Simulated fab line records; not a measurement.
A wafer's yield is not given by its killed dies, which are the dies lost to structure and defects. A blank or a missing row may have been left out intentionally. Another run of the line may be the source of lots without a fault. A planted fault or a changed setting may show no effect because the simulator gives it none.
fab line records || flow gf180mcu
record: {"lots": 14, "wafers": 41, "last_day": 34}
route steps=602 shown MVSD@75
lots untouched by any fault: they come from a run of this same line in which no faults occurred
start_h: start of the lot's first displayed wafer, in hours after the record's first day || wait_h: hours from the lot's prior step to this one || " repeats the value in the row above || L1.1+2: one row covering several wafers at once || - no value, or no start was given || * or withheld: withheld || < > ~ a bound
route shown NAME@n: NAME is a module with steps in the file, n the number in the route of the first one || usual: average and standard deviation across the fault-free wafers || same: alike in all rows || chamber/n: place in a boat || sites: readings site by site || _std_site: standard deviation of those values || _edge_site: outer sites' mean less inner sites' || radius_mm: how far each site lies from the wafer's centre || mask NAME#n: copy n || behind: tool/chamber where the wafer was last shaped || hold: why the lot was held/for how many hours/how that ended || device: which transistor (n, p or np) failed to switch || end of line: at the end of the route, the tests of the same wafers || where a step has no rows: the recipe by itself || killed: the dies lost at the first sort to structure and to defects; this is not the yield of the wafer || map: dies across one wafer; x = killed, . = not, _ = none there
set.NAME: setting as actually run; set.NAME@STEP: the setting as run at that earlier step || model.NAME: the simulator's own value behind a step, which no gauge read
route steps across a sampled set of lots; one table per step, one row per wafer
services: when a tool's chamber went out of use (start_h, in hours from the record's first day, below 0 if earlier), for how many hours, and the reason
== steps ==
step: GF_MVSD_IMPLANT_09
recipe: {"species": "P", "energy_kev": 100, "dose_cm2": 5e+12, "tilt_deg": 0}
usual: {"tilt_deg": "0.001/0.02"}
{"lot.wafer": "L335.3", "tool": "implanter-01", "chamber": 0, "start_h": 82.46, "wait_h": 0.1, "tilt_deg": -0.034}
{"lot.wafer": "L335.4", "tool": "implanter-01", "chamber": 0, "start_h": 82.46, "wait_h": 0.1, "tilt_deg": -0.020}
{"lot.wafer": "L335.5", "tool": "implanter-01", "chamber": 0, "start_h": 82.46, "wait_h": 0.1, "tilt_deg": -0.005}
{"lot.wafer": "L336.1", "tool": "implanter-02", "chamber": 0, "start_h": 88.93, "wait_h": 0.1, "tilt_deg": 0.026}
{"lot.wafer": "L336.3", "tool": "implanter-02", "chamber": 0, "start_h": 88.93, "wait_h": 0.1, "tilt_deg": 0.030}
{"lot.wafer": "L336.4", "tool": "implanter-02", "chamber": 0, "start_h": 88.93, "wait_h": 0.1, "tilt_deg": -0.010}
{"lot.wafer": "L339.1", "tool": "implanter-01", "chamber": 0, "start_h": 104.99, "wait_h": 0.1, "tilt_deg": -0.016}
{"lot.wafer": "L339.3", "tool": "implanter-01", "chamber": 0, "start_h": 104.99, "wait_h": 0.1, "tilt_deg": 0.002}
{"lot.wafer": "L339.5", "tool": "implanter-01", "chamber": 0, "start_h": 104.99, "wait_h": 0.1, "tilt_deg": 0.037}
{"lot.wafer": "L341.1", "tool": "implanter-01", "chamber": 0, "start_h": 117.06, "wait_h": 0.1, "tilt_deg": -0.053}
{"lot.wafer": "L341.2", "tool": "implanter-01", "chamber": 0, "start_h": 117.06, "wait_h": 0.1, "tilt_deg": -0.003}
{"lot.wafer": "L341.4", "tool": "implanter-01", "chamber": 0, "start_h": 117.06, "wait_h": 0.1, "tilt_deg": -0.003}
{"lot.wafer": "L343.3", "tool": "implanter-02", "chamber": 0, "start_h": 131.11, "wait_h": 0.1, "tilt_deg": 0.015}
{"lot.wafer": "L343.4", "tool": "implanter-02", "chamber": 0, "start_h": 131.11, "wait_h": 0.1, "tilt_deg": -0.008}
{"lot.wafer": "L343.5", "tool": "implanter-02", "chamber": 0, "start_h": 131.11, "wait_h": 0.1, "tilt_deg": -0.039}
{"lot.wafer": "L344.1", "tool": "implanter-03", "chamber": 0, "start_h": 135.86, "wait_h": 0.1, "tilt_deg": -0.013}
{"lot.wafer": "L344.4", "tool": "implanter-03", "chamber": 0, "start_h": 135.86, "wait_h": 0.1, "tilt_deg": 0.013}
{"lot.wafer": "L344.5", "tool": "implanter-03", "chamber": 0, "start_h": 135.86, "wait_h": 0.1, "tilt_deg": 0.008}
{"lot.wafer": "L345.3", "tool": "implanter-03", "chamber": 0, "start_h": 140.54, "wait_h": 0.1, "tilt_deg": 0.016}
{"lot.wafer": "L345.5", "tool": "implanter-03", "chamber": 0, "start_h": 140.54, "wait_h": 0.1, "tilt_deg": -0.017}
{"lot.wafer": "L345.6", "tool": "implanter-03", "chamber": 0, "start_h": 140.54, "wait_h": 0.1, "tilt_deg": 0.007}
{"lot.wafer": "L346.1", "tool": "implanter-01", "chamber": 0, "start_h": 146.24, "wait_h": 0.1, "tilt_deg": 0.017}
{"lot.wafer": "L346.2", "tool": "implanter-01", "chamber": 0, "start_h": 146.24, "wait_h": 0.1, "tilt_deg": 0.031}
{"lot.wafer": "L347.2", "tool": "implanter-03", "chamber": 0, "start_h": 151.58, "wait_h": 0.1, "tilt_deg": 0.007}
{"lot.wafer": "L347.5", "tool": "implanter-03", "chamber": 0, "start_h": 151.58, "wait_h": 0.1, "tilt_deg": 0.005}
{"lot.wafer": "L347.6", "tool": "implanter-03", "chamber": 0, "start_h": 151.58, "wait_h": 0.1, "tilt_deg": 0.035}
{"lot.wafer": "L350.3", "tool": "implanter-01", "chamber": 0, "start_h": 170.83, "wait_h": 0.1, "tilt_deg": -0.040}
{"lot.wafer": "L350.4", "tool": "implanter-01", "chamber": 0, "start_h": 170.83, "wait_h": 0.1, "tilt_deg": -0.050}
{"lot.wafer": "L350.6", "tool": "implanter-01", "chamber": 0, "start_h": 170.83, "wait_h": 0.1, "tilt_deg": -0.023}
{"lot.wafer": "L352.2", "tool": "implanter-03", "chamber": 0, "start_h": 180.87, "wait_h": 0.1, "tilt_deg": -0.022}
{"lot.wafer": "L352.4", "tool": "implanter-03", "chamber": 0, "start_h": 180.87, "wait_h": 0.1, "tilt_deg": 0.002}
{"lot.wafer": "L352.5", "tool": "implanter-03", "chamber": 0, "start_h": 180.87, "wait_h": 0.1, "tilt_deg": -0.014}
{"lot.wafer": "L356.1", "tool": "implanter-01", "chamber": 0, "start_h": 206.80, "wait_h": 0.1, "tilt_deg": 4.493}
{"lot.wafer": "L356.3", "tool": "implanter-01", "chamber": 0, "start_h": 206.80, "wait_h": 0.1, "tilt_deg": 4.514}
{"lot.wafer": "L356.4", "tool": "implanter-01", "chamber": 0, "start_h": 206.80, "wait_h": 0.1, "tilt_deg": 4.480}
{"lot.wafer": "L357.1", "tool": "implanter-01", "chamber": 0, "start_h": 219.60, "wait_h": 0.1, "tilt_deg": 4.491}
{"lot.wafer": "L357.2", "tool": "implanter-01", "chamber": 0, "start_h": 219.60, "wait_h": 0.1, "tilt_deg": 4.486}
{"lot.wafer": "L357.5", "tool": "implanter-01", "chamber": 0, "start_h": 219.60, "wait_h": 0.1, "tilt_deg": 4.513}
{"lot.wafer": "L358.1", "tool": "implanter-03", "chamber": 0, "start_h": 220.53, "wait_h": 0.1, "tilt_deg": 0.001}
{"lot.wafer": "L358.4", "tool": "implanter-03", "chamber": 0, "start_h": 220.53, "wait_h": 0.1, "tilt_deg": 0.036}
{"lot.wafer": "L358.5", "tool": "implanter-03", "chamber": 0, "start_h": 220.53, "wait_h": 0.1, "tilt_deg": 0.031}
== services ==
{"tool": "implanter-01", "chamber": "-", "start_h": 64.70, "hours": 6.2, "kind": "repair"}
{"tool": "implanter-01", "chamber": "-", "start_h": 83.01, "hours": 1.3, "kind": "repair"}
{"tool": "implanter-01", "chamber": "-", "start_h": 107.09, "hours": 4.2, "kind": "pm"}
{"tool": "implanter-02", "chamber": "-", "start_h": 118.91, "hours": 2.4, "kind": "repair"}
{"tool": "implanter-02", "chamber": "-", "start_h": 123.37, "hours": 0.5, "kind": "repair"}
{"tool": "implanter-01", "chamber": "-", "start_h": 136.44, "hours": 1.1, "kind": "repair"}
{"tool": "implanter-02", "chamber": "-", "start_h": 163.43, "hours": 1.7, "kind": "repair"}
{"tool": "implanter-02", "chamber": "-", "start_h": 188.55, "hours": 3.7, "kind": "repair"}
{"tool": "implanter-02", "chamber": "-", "start_h": 209.05, "hours": 5.5, "kind": "repair"}
== key ==
first_sign: {"step": "GF_MVSD_IMPLANT_09", "reading": "tilt_deg", "direction": "up", "sigmas": "99+", "usual": 0.001, "struck": 4.496}
effect none on later readings
met_at GF_MVSD_IMPLANT_09
struck_lots L356,L357
tester_left_out L356,L357
onset_between 170.83 206.80
fault: {"kind": "process_parameter_drift", "tool": "implanter-01", "chamber": "-", "onset_h": 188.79, "steps": "GF_MVSD_IMPLANT_09", "channel": "tilt_deg", "offset": 4.4971, "shape": "step", "end_h": 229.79, "acts_in": "these_recipes_only", "stated": 0}
tester_left_out: of these lots the tester's yield and bins aren't shown, on N5 and GAA mostly nor the transistor test; their killed dies are dies lost to structure and defects alone, not to doping, threshold or leakage, so they don't give the yield
